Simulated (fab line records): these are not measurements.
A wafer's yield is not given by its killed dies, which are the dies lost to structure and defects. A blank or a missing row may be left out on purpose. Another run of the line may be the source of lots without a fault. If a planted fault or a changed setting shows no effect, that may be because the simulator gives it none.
Struck lot and sound lot, side by side ; flow sky130 ; 21 steps out of a route of 708
Sound: these wafers, L656.2, L656.5, L656.6. Struck: wafer L659.3. Last of all comes the cause.
At each step with rows: each side's tool, then ch and its chambers, then its first start. Under that, the readings that differ: sound wafers ; struck wafers ; difference of the means ; sigmas: that difference in standard deviations of wafers without a fault.
alike: readings with means less than 2 such deviations apart, plus words and numbers identical on both sides. not compared: withheld readings, readings lacking a value on some wafer, bounds such as >300 that could conceal the same value, and numbers that have no deviation in the record and whose values overlap.
The two part at a step that has a row with sigmas, a row that says differs or no value, or rows on one side only. When numbers do not overlap yet have no deviation, they are printed without sigmas and do not part them. A reading that every wafer of one side lacks parts them only if that side has two wafers or more.

SKY_METAL2_SPUTTER_00: material Ti, target thk 15 nm, time 10 s.
  sound on pvd-sputter-04, day 35 17:28; struck on pvd-sputter-03, day 36 15:38
  alike: throttle-valve-pct
SKY_METAL2_SPUTTER_01: material TiN, target thk 20 nm, time 16.7 s.
  sound on pvd-sputter-04, day 35 17:29; struck on pvd-sputter-03, day 36 15:39
  alike: throttle-valve-pct
then, 1 step without rows for these wafers: SKY_METAL2_SPUTTER_02 (material AlCu, target thk 250 nm, time 13.3 s).
SKY_METAL2_SPUTTER_03: material Ti, target thk 5 nm, time 3.3 s.
  sound on pvd-sputter-04, day 35 17:32; struck on pvd-sputter-03, day 36 15:42
  alike: throttle-valve-pct
SKY_METAL2_SPUTTER_04: material TiN, target thk 70 nm, time 56.74 s.
  sound on pvd-sputter-04, day 35 17:33; struck on pvd-sputter-03, day 36 15:43
  alike: throttle-valve-pct
SKY_METAL2_RS_MEAS_05: the measuring method here is four-point-probe.
  sound on film-metro-04, day 35 17:37; struck on film-metro-03, day 36 15:49
reading;sound;struck;difference;sigmas
METAL2_ALCU_RS (ohm/sq);0.1229 0.1238 0.1260;0.1271;+0.0029;+2
SKY_METAL2_THK_MEAS_06: measures by xrf.
  sound on film-metro-04, day 35 17:44; struck on film-metro-03, day 36 15:55
reading;sound;struck;difference;sigmas
METAL2_ALCU_THK (nm);252.6 250.8 246.5;243.8;-6.2;-2
then, 5 steps without rows for these wafers: SKY_METAL2_DEHYDRATE_07 (time 60 s); SKY_METAL2_HMDS_08 (prime time 60 s); SKY_METAL2_COAT_09 (resist thk 60 nm); SKY_METAL2_COAT_10 (resist thk 450 nm); SKY_METAL2_SOFTBAKE_11 (time 90 s).
SKY_METAL2_EXPOSE_12: exposes mask MM2, target cd 140 nm.
  sound on krf-scanner-02 ch 0, day 36 06:57; struck on krf-scanner-02 ch 0, day 37 05:24
  alike: mask
then, 2 steps without rows for these wafers: SKY_METAL2_PEB_13; SKY_METAL2_DEVELOP_14 (develop time 60 s).
SKY_METAL2_CD_MEAS_15: the cd target is 140 nm.
  sound on cd-sem-02, day 36 20:22; struck on cd-sem-02, day 37 17:56
reading;sound;struck;difference;sigmas
cd-nm (nm);139.9 140.2 141.5;80.8;-59.7;-46
SKY_METAL2_OVL_MEAS_16:
  sound on overlay-02, day 36 20:28; struck on overlay-01, day 37 18:02
  alike: METAL2_OVL
SKY_METAL2_DESCUM_17: chemistry O2, time 8 s.
  sound on rie-metal-04 ch 0,1, day 36 20:30; struck on rie-metal-04 ch 1, day 37 18:04
reading;sound;struck;difference;sigmas
model.METAL2.cd-nm (nm);139.3 140.5 140.6;80.42;-59.71;
  alike: drypump-motor-current-A, oes-product-au
  not compared: rf-hours-counter-h
SKY_METAL2_ETCH_18: etches BARC in N2/H2, stops on SiO2, time 45.9 s, target depth 60 nm.
  sound on rie-metal-04 ch 0,1, day 36 20:32; struck on rie-metal-04 ch 1, day 37 18:06
  alike: drypump-motor-current-A, oes-product-au, throttle-valve-pct
  not compared: rf-hours-counter-h
SKY_METAL2_METAL_ETCH_19: etches the open film in Cl2/BCl3, stops on SiO2, target depth 360 nm, time 78 s.
  sound on rie-metal-04 ch 0,1, day 36 20:35; struck on rie-metal-04 ch 1, day 37 18:11
reading;sound;struck;difference;sigmas
model.METAL2.cd-nm (nm);136.1 135.9 136.9;78.21;-58.09;
  alike: drypump-motor-current-A, oes-product-au, throttle-valve-pct
  not compared: rf-hours-counter-h
then, 1 step without rows for these wafers: SKY_METAL2_STRIP_20 (strips in O2/N2).

== WHERE THEY PART ==
Earliest at SKY_METAL2_RS_MEAS_05; latest, in this record, at SKY_METAL2_CD_MEAS_15. Later steps at which nothing parts them and some readings are alike: SKY_METAL2_OVL_MEAS_16, SKY_METAL2_DESCUM_17, SKY_METAL2_ETCH_18, SKY_METAL2_METAL_ETCH_19.

WHY: whatever the simulator had introduced
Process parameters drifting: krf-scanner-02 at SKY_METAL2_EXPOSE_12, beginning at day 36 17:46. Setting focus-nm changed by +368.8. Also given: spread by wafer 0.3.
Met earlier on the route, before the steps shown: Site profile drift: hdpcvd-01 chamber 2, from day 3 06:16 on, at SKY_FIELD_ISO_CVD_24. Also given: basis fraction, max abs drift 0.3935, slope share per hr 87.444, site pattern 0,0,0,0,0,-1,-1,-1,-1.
